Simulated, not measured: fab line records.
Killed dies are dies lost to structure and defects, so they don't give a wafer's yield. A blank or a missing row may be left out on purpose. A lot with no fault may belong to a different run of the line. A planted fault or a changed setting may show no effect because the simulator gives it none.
2 desks, one fault | flow sky130 | only its own numbers are on each desk; what lay behind them is given at the end

== TOOL OWNER'S DESK, plasma asher-02 ==
The tool's own readings at SKY_VT_ADJUST_LVTN_STRIP_20 (strips in O2/N2): means of the sampled wafers that have a number, for each lot that ran on this tool. If a lot's mean is further than 4 standard deviations from the usual mean, the lot is out of limits and carries the mark OUT (the distance appears in the brackets).
Columns: A = drypump motor current A at SKY_VT_ADJUST_LVTN_STRIP_20, usual 5.7 A; B = oes product au at SKY_VT_ADJUST_LVTN_STRIP_20, usual 0.716 a.u.; C = strip time to endpoint s at SKY_VT_ADJUST_LVTN_STRIP_20, usual 14.16 s
lot  | first seen here | A   | B               | C
L957 | day 8 11:22     | 6.0 | 0.718           | 14.11
L959 | day 9 05:08     | 6.0 | 0.718           | 14.25
L962 | day 10 02:08    | 6.1 | 0.715           | 14.20
L967 | day 11 10:14    | 6.0 | 0.717           | 14.18
L968 | day 11 16:29    | 6.1 | 0.719           | 14.17
L969 | day 12 01:20    | 6.0 | 0.909 (+47) OUT | -
This desk's verdict: out of limits on L969, starting with L969 at day 12 01:20 (oes product au at SKY_VT_ADJUST_LVTN_STRIP_20). L957, L959, L962, L967, L968 stayed within limits.

== THE METROLOGY DESK ==
Means of the sampled wafers that have a number, per lot and without regard to the tool the lot ran on: this is what the gauges read. If a lot's mean is further than 4 standard deviations from the usual mean, the lot is out of limits and carries the mark OUT (the distance appears in the brackets).
Columns: A = VT_ADJUST_NCORE_TW at SKY_VT_ADJUST_NCORE_TW_MEAS_11, usual 220.4
lot  | first seen here | A
L955 | day 8 22:01     | 221.9
L957 | day 9 09:52     | 221.1
L956 | day 9 11:37     | 220.1
L959 | day 10 03:49    | 222.5
L961 | day 10 15:06    | 222.1
L962 | day 11 01:44    | 221.3
L963 | day 11 04:04    | 221.4
L966 | day 12 03:06    | 218.9
L967 | day 12 10:30    | 218.9
L968 | day 12 16:49    | 222.0
L969 | day 13 02:22    | 30.2 (-99 or more) OUT
L975 | day 14 18:04    | 219.9
L978 | day 15 18:01    | 219.4
This desk finds L969 out of limits, with the earliest case on L969 at day 13 02:22 (VT_ADJUST_NCORE_TW at SKY_VT_ADJUST_NCORE_TW_MEAS_11). L955, L957, L956, L959, L961, L962, L963, L966, L967, L968, L975, L978 stayed within limits.

== PUT TOGETHER ==
At day 12 01:20, on L969, the tool owner's desk was in a position to raise an alarm.
Metrology desk: alarm possible at day 13 02:22 on L969.
Every lot named ran SKY_VT_ADJUST_LVTN_STRIP_20 on plasma asher-02.

== WHAT THE SIMULATOR HAD INSERTED ==
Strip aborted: plasma asher-02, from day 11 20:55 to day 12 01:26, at SKY_VT_ADJUST_LVTN_STRIP_20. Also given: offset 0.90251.
Shown lots that were struck: L969.
Fault start to first reading out of limits, in hours, per desk: tool owner, 4; metrology, 29.
